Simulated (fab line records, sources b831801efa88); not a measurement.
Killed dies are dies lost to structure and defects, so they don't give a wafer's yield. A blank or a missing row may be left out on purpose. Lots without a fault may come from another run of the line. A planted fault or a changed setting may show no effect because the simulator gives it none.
Chamber matching | flow sky130 | SKY_VIA1_CMP_24 on cmp-01: 4 sister chambers
The step polishes, stops on SiO2, t overpolish 15 s, target thk 0 nm. 8 wafers are shown with their chamber, then 8 later ones without.

WAFERS WITH THEIR CHAMBER
wafer  | chamber | motor_current_A (A) | time_to_endpoint_s (s)
L077.1 | 0       | 11.4                | 61.9
L083.1 | 3       | 12.1                | 64.0
L083.2 | 2       | 10.6                | 69.3
L083.3 | 1       | 11.4                | 68.7
L084.3 | 0       | 11.8                | 66.3
L084.5 | 2       | 10.4                | 66.2
L084.6 | 3       | 11.3                | 65.9
L086.1 | 1       | 11.6                | 70.0

WAFERS WITHOUT THEIR CHAMBER
wafer  | motor_current_A (A) | time_to_endpoint_s (s)
L086.2 | 10.2                | 71.8
L086.5 | 11.6                | 68.4
L091.1 | 11.4                | 64.8
L091.4 | 10.4                | 65.9
L091.5 | 11.8                | 65.0
L096.1 | 11.6                | 64.7
L096.2 | 11.6                | 63.6
L096.3 | 11.0                | 62.3

WHICH CHAMBER EACH WENT THROUGH
wafer  | from the rows above               | in truth
L086.2 | can't be placed: 2 or 1           | 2
L086.5 | can't be placed: 1 or 3 or 0      | 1
L091.1 | can't be placed: 0 or 3 or 1      | 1
L091.4 | 2                                 | 2
L091.5 | can't be placed: 3 or 0 or 1      | 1
L096.1 | can't be placed: 0 or 3 or 1      | 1
L096.2 | can't be placed: 0 or 3           | 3
L096.3 | can't be placed: 0 or 3 or 2 or 1 | 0
Placed correctly: 1 of 8. Can't be placed from these rows: 7 (the true chamber is among the candidates in 7). Placed wrongly: 0.
How it was worked out, from the rows above alone: a wafer's distance from a chamber is the root of the sum, over the readings, of the square of ((its reading less the chamber's mean) divided by the reading's scatter). The wafer belongs to the nearest chamber; if the next one is less than 2 further off, it can't be placed. A chamber's mean is the mean of its shown wafers. The scatter: the root of (the sum of the squares of (reading less its chamber's mean) over the shown wafers, divided by (wafers less chambers)).
